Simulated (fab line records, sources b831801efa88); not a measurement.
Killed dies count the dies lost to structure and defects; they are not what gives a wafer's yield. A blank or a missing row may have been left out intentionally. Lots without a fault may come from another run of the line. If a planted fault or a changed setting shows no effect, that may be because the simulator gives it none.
fab line records    flow sfqLine
record: lots: 6  wafers: 18  lastDay: 85
route steps=325 shown R5@216 I5@228 C5@240 M6@251
lots that met no fault: from a run of the same line without faults
startH: hours from the record's opening day to when the first of the lot's shown wafers began    waitH: time in hours since the lot's previous step    " the same as in the row above    L1.1+2: a single row standing in for several wafers    - no value, or no start was given    * or withheld: withheld    < > ~ a bound
route shown NAME@n: NAME is a module with steps in the file, n the number in the route of the first one    usual: mean and standard deviation over wafers with no fault    same: alike in all rows    chamber/n: place in a boat    sites: each site's reading    _std_site: standard deviation across them    _edge_site: outer sites' mean less inner sites'    radiusMm: for every site, how far away it sits from the centre of the wafer    mask NAME#n: copy n    behind: the most recent tool/chamber to have shaped the wafer    hold: why the lot went on hold/how many hours it stayed there/how the hold came to an end    device: transistor that didn't switch, given as n, p or np    end of line: at the end of the route, the tests of the same wafers    a step given without rows: its recipe and nothing more    killed: dies that structure and defects cost at the first sort, which is not the same as the wafer's yield    map: per-die view of a wafer (x killed, . not killed, _ where there is no die)
set.NAME: the setting as run; set.NAME@STEP: as run at that earlier step    model.NAME: the simulator's own value behind a step, which no gauge read
lots seen at some steps along the route; tables by step, rows by wafer
services: a tool's chamber out of use, with start hour (startH, from the record's first day; less than 0 if before it), hours out, and reason
== steps ==
step: SFQ_R5_THK_MEAS_934
recipe: thkMeasGauge: xrf  reads: MoNx_of_TRILAYER_R5_DEP_SPUTTER_133
usual: R5_MONX_THK: 40.7/0.53
lot.wafer  tool          chamber  startH   waitH  R5_MONX_THK[nm]
L851.4     filmMetro-01  -        1174.47  0.1    41.1
L851.5     "             -        "        "      40.2
L851.6     "             -        "        "      40.9
L857.2     filmMetro-03  -        1256.16  0.1    40.5
L857.3     "             -        "        "      40.5
L857.4     "             -        "        "      39.8
L858.1     filmMetro-03  -        1259.15  0.1    40.4
L858.4     "             -        "        "      41.0
L858.6     "             -        "        "      40.7
L859.2     filmMetro-03  -        1270.44  0.1    41.4
L859.5     "             -        "        "      41.7
L859.6     "             -        "        "      41.6
L862.1     filmMetro-02  -        1300.59  0.1    40.7
L862.4     "             -        "        "      41.2
L862.6     "             -        "        "      41.3
L863.2     filmMetro-01  -        1311.40  0.1    40.0
L863.3     "             -        "        "      40.1
L863.4     "             -        "        "      40.5
step: SFQ_TRILAYER_R5_LITHO_COAT_141
recipe: resist: BARC  spinRpm: 3000  resistThkNm: 62
step: SFQ_TRILAYER_R5_LITHO_COAT_136
recipe: resist: KrF  spinRpm: 3000  resistThkNm: 600
step: SFQ_TRILAYER_R5_LITHO_SOFTBAKE_140
recipe: tempC: withheld  timeS: withheld  resist: KrF
step: SFQ_TRILAYER_R5_LITHO_EXPOSE_137
recipe: maskId: R5  na: 0.6  sourceShape: conventional  sigmaOuter: 0.65  targetCdNm: 500  doseMj: 14.4
step: SFQ_TRILAYER_R5_LITHO_PEB_139
recipe: pebTempC: 115  pebTimeS: 60  resist: KrF
step: SFQ_TRILAYER_R5_LITHO_DEVELOP_138
recipe: timeS: 60  resist: KrF
step: SFQ_R5_OVL_MEAS_935
usual: R5_OVL: 3/4.8
lot.wafer  tool        chamber  startH   waitH  R5_OVL[nm]
L851.4     overlay-02  -        1306.72  0.1    0
L851.5     "           -        "        "      -4
L851.6     "           -        "        "      -1
L857.2     overlay-02  -        1402.87  0.1    5
L857.3     "           -        "        "      2
L857.4     "           -        "        "      4
L858.1     overlay-01  -        1406.46  0.1    -1
L858.4     "           -        "        "      1
L858.6     "           -        "        "      -8
L859.2     overlay-02  -        1418.79  0.1    -4
L859.5     "           -        "        "      0
L859.6     "           -        "        "      2
L862.1     overlay-01  -        1452.38  0.1    2
L862.4     "           -        "        "      -8
L862.6     "           -        "        "      -4
L863.2     overlay-01  -        1459.99  0.1    3
L863.3     "           -        "        "      11
L863.4     "           -        "        "      -1
step: SFQ_TRILAYER_R5_BARC_OPEN_METAL_ETCH_177
recipe: maskMaterial: PR  chemistry: O2  targetDepthNm: 125  target: BARC  icpW: 600  biasW: 80  pressureMtorr: 10  timeS: 41.7
step: SFQ_TRILAYER_R5_ETCH_METAL_ETCH_139
recipe: stopOn: SiO2  maskMaterial: PR  chemistry: Cl2  targetDepthNm: 60  icpW: 600  biasW: 80  pressureMtorr: 10  timeS: 40
usual: drypumpMotorCurrentA: 5.5/0.52  oesProductAu: 0.992/0.0054
same: timeS: 40
lot.wafer  tool         chamber  startH   waitH  drypumpMotorCurrentA  oesProductAu  rfHoursCounterH
L851.4     rieMetal-01  0        1306.81  0.0    5.2                   0.991         -
L851.5     "            1        "        "      6.0                   0.981         -
L851.6     "            0        "        "      5.2                   0.999         -
L857.2     rieMetal-03  1        1402.96  0.0    4.8                   0.993         82
L857.3     "            0        "        "      6.2                   0.992         -
L857.4     "            1        "        "      4.8                   0.993         -
L858.1     rieMetal-03  1        1406.56  0.0    4.8                   0.994         82
L858.4     "            1        "        "      4.8                   0.996         -
L858.6     "            1        "        "      4.8                   0.988         -
L859.2     rieMetal-03  1        1418.87  0.0    4.8                   0.996         83
L859.5     "            1        "        "      4.8                   0.997         -
L859.6     "            0        "        "      6.2                   0.992         -
L862.1     rieMetal-03  0        1452.47  0.0    6.2                   0.979         148
L862.4     "            0        "        "      6.1                   0.993         -
L862.6     "            0        "        "      6.1                   0.987         -
L863.2     rieMetal-03  1        1460.15  0.1    4.8                   0.994         -
L863.3     "            1        "        "      4.8                   0.989         -
L863.4     "            1        "        "      4.8                   0.994         -
step: SFQ_TRILAYER_R5_STRIP_STRIP_140
recipe: gas: O2  powerW: 200  platenTempC: 40  overashFraction: 0.65  chemistry: O2  pressureMtorr: 50
step: SFQ_TRILAYER_R5_STRIP_SOLV_CLEAN_141
recipe: chemistry: NMP  tempC: 70  timeS: 600
step: SFQ_TRILAYER_A5C_DEP_PECVD_142
recipe: material: SiO2  tempC: 150  timeS: 15.556  pressureTorr: 2.4  rfW: 183.3  precursor: SiH4/N2O  targetThkNm: 70
usual: heaterPowerW: 87/9.8  susceptorTempC: 150.02/0.15  throttleValvePct: 24.2/0.68
lot.wafer  tool      chamber  startH   waitH  heaterPowerW  sinceWetCleanH  susceptorTempC  throttleValvePct  model.SiO2_of_TRILAYER_A5C_DEP_PECVD_142.thkNm
L851.4     pecvd-04  0        1307.66  0.0    101           -               150.16          23.5              71.61
L851.5     "         1        "        "      97            -               149.95          23.6              70.72
L851.6     "         2        "        "      90            -               150.08          25.5              71.26
L857.2     pecvd-01  1        1403.79  0.0    89            457             149.95          23.5              69.83
L857.3     "         0        "        "      71            -               150.18          24.5              70.31
L857.4     "         1        "        "      87            -               149.99          23.7              70.44
L858.1     pecvd-02  2        1407.39  0.0    82            77              149.99          23.8              69.16
L858.4     "         2        "        "      78            -               149.94          23.8              70.39
L858.6     "         2        "        "      78            -               149.78          23.8              70.99
L859.2     pecvd-04  1        1419.72  0.0    85            842             149.99          24.0              70.06
L859.5     "         0        "        "      99            -               150.20          23.5              71.76
L859.6     "         2        "        "      82            -               149.96          25.7              71.37
L862.1     pecvd-02  0        1453.31  0.0    88            123             149.94          24.0              73.26
L862.4     "         0        "        "      89            -               150.10          23.7              73.87
L862.6     "         1        "        "      94            -               150.26          23.9              70.83
L863.2     pecvd-02  2        1461.63  0.0    82            131             149.97          23.9              73.86
L863.3     "         1        "        "      90            131             150.04          23.9              69.39
L863.4     "         0        "        "      99            -               149.97          24.0              74.7
step: SFQ_TRILAYER_I5_LITHO_COAT_149
recipe: resist: BARC  spinRpm: 3000  resistThkNm: 62
step: SFQ_TRILAYER_I5_LITHO_COAT_144
recipe: resist: KrF  spinRpm: 3000  resistThkNm: 650
step: SFQ_TRILAYER_I5_LITHO_SOFTBAKE_148
recipe: tempC: withheld  timeS: withheld  resist: KrF
step: SFQ_TRILAYER_I5_LITHO_EXPOSE_145
recipe: maskId: I5  na: 0.6  sourceShape: conventional  sigmaOuter: 0.65  targetCdNm: 700  doseMj: 21.3
step: SFQ_TRILAYER_I5_LITHO_PEB_147
recipe: pebTempC: 115  pebTimeS: 60  resist: KrF
step: SFQ_TRILAYER_I5_LITHO_DEVELOP_146
recipe: timeS: 60  resist: KrF
step: SFQ_I5_OVL_MEAS_936
usual: I5_OVL: 1/5.5
lot.wafer  tool        chamber  startH   waitH  I5_OVL[nm]
L851.4     overlay-02  -        1456.00  0.1    4
L851.5     "           -        "        "      9
L851.6     "           -        "        "      9
L857.2     overlay-01  -        1542.43  0.1    7
L857.3     "           -        "        "      0
L857.4     "           -        "        "      7
L858.1     overlay-02  -        1546.02  0.1    -2
L858.4     "           -        "        "      0
L858.6     "           -        "        "      -5
L859.2     overlay-02  -        1550.95  0.1    4
L859.5     "           -        "        "      -3
L859.6     "           -        "        "      2
L862.1     overlay-01  -        1578.55  0.1    -8
L862.4     "           -        "        "      -2
L862.6     "           -        "        "      1
L863.2     overlay-02  -        1584.55  0.1    3
L863.3     "           -        "        "      7
L863.4     "           -        "        "      6
step: SFQ_TRILAYER_I5_BARC_OPEN_VIA_ETCH_200
recipe: maskMaterial: PR  chemistry: O2  targetDepthNm: 125  target: BARC  sourceW: 500  biasW: 80  pressureMtorr: 30  timeS: 41.7
usual: drypumpMotorCurrentA: 5.6/0.49  oesProductAu: 0.685/0.0041
same: timeS: 41.7
lot.wafer  tool        chamber  startH   waitH  drypumpMotorCurrentA  oesProductAu  rfHoursCounterH
L851.4     rieDiel-02  2        1456.02  0.0    6.3                   0.686         10
L851.5     "           2        "        "      6.3                   0.683         -
L851.6     "           1        "        "      4.8                   0.693         -
L857.2     rieDiel-02  2        1542.46  0.0    6.3                   0.690         12
L857.3     "           0        "        "      6.0                   0.684         18
L857.4     "           1        "        "      4.8                   0.685         1
L858.1     rieDiel-02  1        1546.06  0.0    4.8                   0.687         1
L858.4     "           2        "        "      6.3                   0.678         12
L858.6     "           2        "        "      6.3                   0.678         -
L859.2     rieDiel-01  1        1550.98  0.0    5.0                   0.691         1
L859.5     "           2        "        "      5.8                   0.691         -
L859.6     "           3        "        "      6.0                   0.687         -
L862.1     rieDiel-01  0        1578.58  0.0    5.5                   0.685         10
L862.4     "           2        "        "      5.9                   0.686         1
L862.6     "           0        "        "      5.4                   0.688         -
L863.2     rieDiel-01  0        1584.58  0.0    5.4                   0.684         10
L863.3     "           2        "        "      5.8                   0.685         1
L863.4     "           3        "        "      6.0                   0.677         13
step: SFQ_TRILAYER_I5_ETCH_VIA_ETCH_147
recipe: stopOn: Nb  maskMaterial: PR  chemistry: CHF3  targetDepthNm: 360  sourceW: 500  biasW: 80  pressureMtorr: 30  timeS: withheld
usual: drypumpMotorCurrentA: 5.6/0.49  oesProductAu: 0.989/0.0065
lot.wafer  tool        chamber  startH   waitH  drypumpMotorCurrentA  oesProductAu
L851.4     rieDiel-02  2        1456.05  0.0    6.3                   1.002
L851.5     "           2        "        "      6.3                   1.003
L851.6     "           1        "        "      4.8                   0.999
L857.2     rieDiel-02  2        1542.50  0.0    6.2                   0.985
L857.3     "           0        "        "      6.0                   0.981
L857.4     "           1        "        "      4.8                   0.984
L858.1     rieDiel-02  1        1546.10  0.0    4.8                   0.991
L858.4     "           2        "        "      6.3                   0.993
L858.6     "           2        "        "      6.3                   0.989
L859.2     rieDiel-01  1        1551.02  0.0    5.0                   0.985
L859.5     "           2        "        "      5.9                   0.988
L859.6     "           3        "        "      6.0                   0.996
L862.1     rieDiel-01  0        1578.62  0.0    5.5                   0.995
L862.4     "           2        "        "      5.8                   0.987
L862.6     "           0        "        "      5.4                   0.986
L863.2     rieDiel-01  0        1584.62  0.0    5.5                   0.992
L863.3     "           2        "        "      5.8                   0.988
L863.4     "           3        "        "      6.1                   0.984
step: SFQ_TRILAYER_I5_STRIP_STRIP_148
recipe: gas: O2  powerW: 200  platenTempC: 40  overashFraction: 0.65  chemistry: O2  pressureMtorr: 50
step: SFQ_TRILAYER_I5_STRIP_SOLV_CLEAN_149
recipe: chemistry: NMP  tempC: 70  timeS: 600
step: SFQ_TRILAYER_C5_LITHO_COAT_156
recipe: resist: BARC  spinRpm: 3000  resistThkNm: 62
step: SFQ_TRILAYER_C5_LITHO_COAT_151
recipe: resist: KrF  spinRpm: 3000  resistThkNm: 650
step: SFQ_TRILAYER_C5_LITHO_SOFTBAKE_155
recipe: tempC: withheld  timeS: withheld  resist: KrF
step: SFQ_TRILAYER_C5_LITHO_EXPOSE_152
recipe: maskId: C5  na: 0.6  sourceShape: conventional  sigmaOuter: 0.65  targetCdNm: 500  doseMj: 21.3
step: SFQ_TRILAYER_C5_LITHO_PEB_154
recipe: pebTempC: 115  pebTimeS: 60  resist: KrF
step: SFQ_TRILAYER_C5_LITHO_DEVELOP_153
recipe: timeS: 60  resist: KrF
step: SFQ_C5_OVL_MEAS_937
usual: C5_OVL: -3/5
lot.wafer  tool        chamber  startH   waitH  C5_OVL[nm]
L851.4     overlay-02  -        1580.96  0.1    -9
L851.5     "           -        "        "      -6
L851.6     "           -        "        "      -13
L857.2     overlay-01  -        1666.11  0.1    -7
L857.3     "           -        "        "      0
L857.4     "           -        "        "      -9
L858.1     overlay-02  -        1670.90  0.1    -2
L858.4     "           -        "        "      0
L858.6     "           -        "        "      -1
L859.2     overlay-01  -        1674.51  0.1    0
L859.5     "           -        "        "      1
L859.6     "           -        "        "      2
L862.1     overlay-02  -        1702.32  0.1    -1
L862.4     "           -        "        "      1
L862.6     "           -        "        "      3
L863.2     overlay-02  -        1707.13  0.1    -8
L863.3     "           -        "        "      -3
L863.4     "           -        "        "      -1
step: SFQ_TRILAYER_C5_BARC_OPEN_VIA_ETCH_210
recipe: maskMaterial: PR  chemistry: O2  targetDepthNm: 125  target: BARC  sourceW: 500  biasW: 80  pressureMtorr: 30  timeS: 41.7
usual: drypumpMotorCurrentA: 5.7/0.61  oesProductAu: 0.686/0.0043
same: timeS: 41.7
lot.wafer  tool        chamber  startH   waitH  drypumpMotorCurrentA  oesProductAu  rfHoursCounterH
L851.4     rieDiel-04  2        1580.98  0.0    5.2                   0.684         0
L851.5     "           1        "        "      4.9                   0.687         -
L851.6     "           0        "        "      5.1                   0.686         -
L857.2     rieDiel-04  3        1666.14  0.0    6.0                   0.682         17
L857.3     "           2        "        "      5.2                   0.692         2
L857.4     "           0        "        "      5.1                   0.677         13
L858.1     rieDiel-03  2        1670.94  0.0    6.4                   0.692         14
L858.4     "           3        "        "      5.8                   0.678         15
L858.6     "           2        "        "      6.4                   0.685         -
L859.2     rieDiel-02  1        1674.54  0.0    4.8                   0.689         3
L859.5     "           3        "        "      5.7                   0.679         -
L859.6     "           2        "        "      6.3                   0.690         -
L862.1     rieDiel-03  1        1702.36  0.0    6.8                   0.685         17
L862.4     "           3        "        "      5.8                   0.686         15
L862.6     "           0        "        "      6.2                   0.684         -
L863.2     rieDiel-02  3        1707.16  0.0    5.7                   0.686         17
L863.3     "           1        "        "      4.8                   0.690         3
L863.4     "           0        "        "      6.0                   0.682         1
step: SFQ_TRILAYER_C5_ETCH_VIA_ETCH_154
recipe: target: SiO2  maskMaterial: PR  chemistry: CHF3  targetDepthNm: 84  sourceW: 500  biasW: 80  pressureMtorr: 30  timeS: withheld  stopOn: Nb
usual: drypumpMotorCurrentA: 5.7/0.61  oesProductAu: 0.898/0.0075
lot.wafer  tool        chamber  startH   waitH  drypumpMotorCurrentA  oesProductAu  model.etch.depthNm  model.C5.featureDepthNm
L851.4     rieDiel-04  2        1581.02  0.0    5.2                   0.903         71.61               71.61
L851.5     "           1        "        "      4.9                   0.902         70.72               70.72
L851.6     "           0        "        "      5.1                   0.909         71.26               71.26
L857.2     rieDiel-04  3        1666.18  0.0    6.0                   0.894         69.83               69.83
L857.3     "           2        "        "      5.1                   0.898         70.31               70.31
L857.4     "           0        "        "      5.1                   0.905         70.44               70.44
L858.1     rieDiel-03  2        1670.98  0.0    6.4                   0.892         69.16               69.16
L858.4     "           3        "        "      5.8                   0.892         70.39               70.39
L858.6     "           2        "        "      6.4                   0.906         70.99               70.99
L859.2     rieDiel-02  1        1674.58  0.0    4.8                   0.898         70.06               70.06
L859.5     "           3        "        "      5.7                   0.916         71.76               71.76
L859.6     "           2        "        "      6.3                   0.898         71.37               71.37
L862.1     rieDiel-03  1        1702.40  0.0    6.8                   0.915         73.26               73.26
L862.4     "           3        "        "      5.8                   0.930         73.87               73.87
L862.6     "           0        "        "      6.2                   0.895         70.83               70.83
L863.2     rieDiel-02  3        1707.20  0.0    5.7                   0.922         73.86               73.86
L863.3     "           1        "        "      4.8                   0.897         69.39               69.39
L863.4     "           0        "        "      6.0                   0.927         74.7                74.7
step: SFQ_TRILAYER_C5_STRIP_STRIP_155
recipe: gas: O2  powerW: 200  platenTempC: 40  overashFraction: 0.65  chemistry: O2  pressureMtorr: 50
usual: drypumpMotorCurrentA: 5.6/0.43  oesProductAu: 0.999/0.0066
same: overashFraction: 0.65
lot.wafer  tool         chamber  startH   waitH  drypumpMotorCurrentA  oesProductAu  rfHoursCounterH
L851.4     rieMetal-03  1        1581.27  -      4.8                   1.012         -
L851.5     "            0        "        "      6.1                   1.006         -
L851.6     "            1        "        "      4.8                   1.013         -
L857.2     rieMetal-01  0        1666.23  -      5.2                   0.987         64
L857.3     "            0        "        "      5.2                   0.999         -
L857.4     "            1        "        "      6.0                   0.996         -
L858.1     rieMetal-04  0        1671.03  -      5.6                   0.997         67
L858.4     "            0        "        "      5.5                   1.001         -
L858.6     "            1        "        "      5.7                   0.993         -
L859.2     rieMetal-01  1        1674.63  -      6.0                   1.001         81
L859.5     "            0        "        "      5.2                   0.993         -
L859.6     "            1        "        "      6.0                   1.007         -
L862.1     rieMetal-01  0        1702.45  -      5.2                   1.002         68
L862.4     "            0        "        "      5.2                   0.982         -
L862.6     "            1        "        "      6.0                   1.002         -
L863.2     rieMetal-03  0        1707.25  -      6.1                   1.002         35
L863.3     "            1        "        "      4.8                   0.998         -
L863.4     "            0        "        "      6.2                   1.010         -
step: SFQ_TRILAYER_C5_STRIP_SOLV_CLEAN_156
recipe: chemistry: NMP  tempC: 70  timeS: 600
step: SFQ_TRILAYER_M6_DEP_PRE_CLEAN_158
recipe: gas: Ar  timeS: 22.5  biasV: 250
same: timeS: 22.5
lot.wafer  tool           chamber  startH   waitH  model.SiO2_of_TRILAYER_A5C_DEP_PECVD_142.thkNm
L851.4     pvdSputter-06  -        1581.85  0.0    64.11
L851.5     "              -        "        "      63.22
L851.6     "              -        "        "      63.76
L857.2     pvdSputter-05  -        1667.18  0.0    62.34
L857.3     "              -        "        "      62.81
L857.4     "              -        "        "      62.94
L858.1     pvdSputter-04  -        1671.80  0.0    61.67
L858.4     "              -        "        "      62.89
L858.6     "              -        "        "      63.49
L859.2     pvdSputter-06  -        1675.40  0.0    62.56
L859.5     "              -        "        "      64.26
L859.6     "              -        "        "      63.87
L862.1     pvdSputter-06  -        1703.24  0.0    65.76
L862.4     "              -        "        "      66.37
L862.6     "              -        "        "      63.33
L863.2     pvdSputter-05  -        1708.02  0.0    66.36
L863.3     "              -        "        "      61.89
L863.4     "              -        "        "      67.2
step: SFQ_TRILAYER_M6_DEP_SPUTTER_157
recipe: material: Nb  basePressurePa: 1.33e-06  chamberPressurePa: 0.1333  substrateTempC: 20  targetThkNm: 200  powerW: 2000  timeS: 133.3
== services ==
tool         chamber  startH   hours  kind
rieDiel-02   3        1290.03  4.8    repair
rieDiel-04   -        1300.51  15.6   pm
rieDiel-03   1        1308.80  4.3    repair
rieDiel-03   2        1316.74  6.6    repair
rieMetal-01  -        1330.73  0.8    repair
rieDiel-04   -        1357.31  2.8    pm
rieMetal-01  0        1364.01  4.2    repair
rieDiel-02   0        1418.98  3.7    repair
rieDiel-01   0        1427.78  2.2    repair
rieDiel-01   1        1439.61  7.6    repair
rieDiel-02   -        1466.93  1.1    repair
rieDiel-02   3        1471.89  4.8    repair
rieDiel-02   -        1488.11  0.9    repair
rieDiel-02   -        1506.60  2.8    pm
rieDiel-01   0        1521.11  8.1    repair
rieDiel-01   -        1568.97  0.6    repair
rieMetal-03  1        1586.17  28.9   repair
rieDiel-02   3        1634.01  1.4    repair
rieMetal-03  0        1639.65  9.6    repair
rieDiel-02   -        1655.58  0.2    repair
rieMetal-03  -        1660.20  0.1    repair
rieDiel-01   -        1674.19  0.2    repair
rieDiel-01   1        1697.78  1.4    repair
rieMetal-03  -        1698.23  0.5    repair
== key ==
firstSign: step: SFQ_TRILAYER_C5_ETCH_VIA_ETCH_154  reading: oesProductAu  direction: up  sigmas: 3.5  usual: 0.898  struck: 0.923
effect none on later readings
modelEffect: step: SFQ_TRILAYER_A5C_DEP_PECVD_142  value: SiO2_of_TRILAYER_A5C_DEP_PECVD_142.thkNm  without: 69.68  struck: 73.92
modelEffect: step: SFQ_TRILAYER_C5_ETCH_VIA_ETCH_154  value: etch.depthNm  without: 69.68  struck: 73.92
modelEffect: step: SFQ_TRILAYER_M6_DEP_PRE_CLEAN_158  value: SiO2_of_TRILAYER_A5C_DEP_PECVD_142.thkNm  without: 62.18  struck: 66.42
metAt SFQ_TRILAYER_A5C_DEP_PECVD_142
struckWafers L862.1,L862.4,L863.2,L863.4
onsetBetween 1407.39 1453.31
fault: kind: processParameterDrift  tool: pecvd-02  chamber: -  onsetH: 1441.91  steps: SFQ_TRILAYER_A5C_DEP_PECVD_142  channel: targetThkNm  offset: 4.2491  shape: step  endH: 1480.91  scope: struckWafersOnly  actsIn: theseRecipesOnly  stated: 70
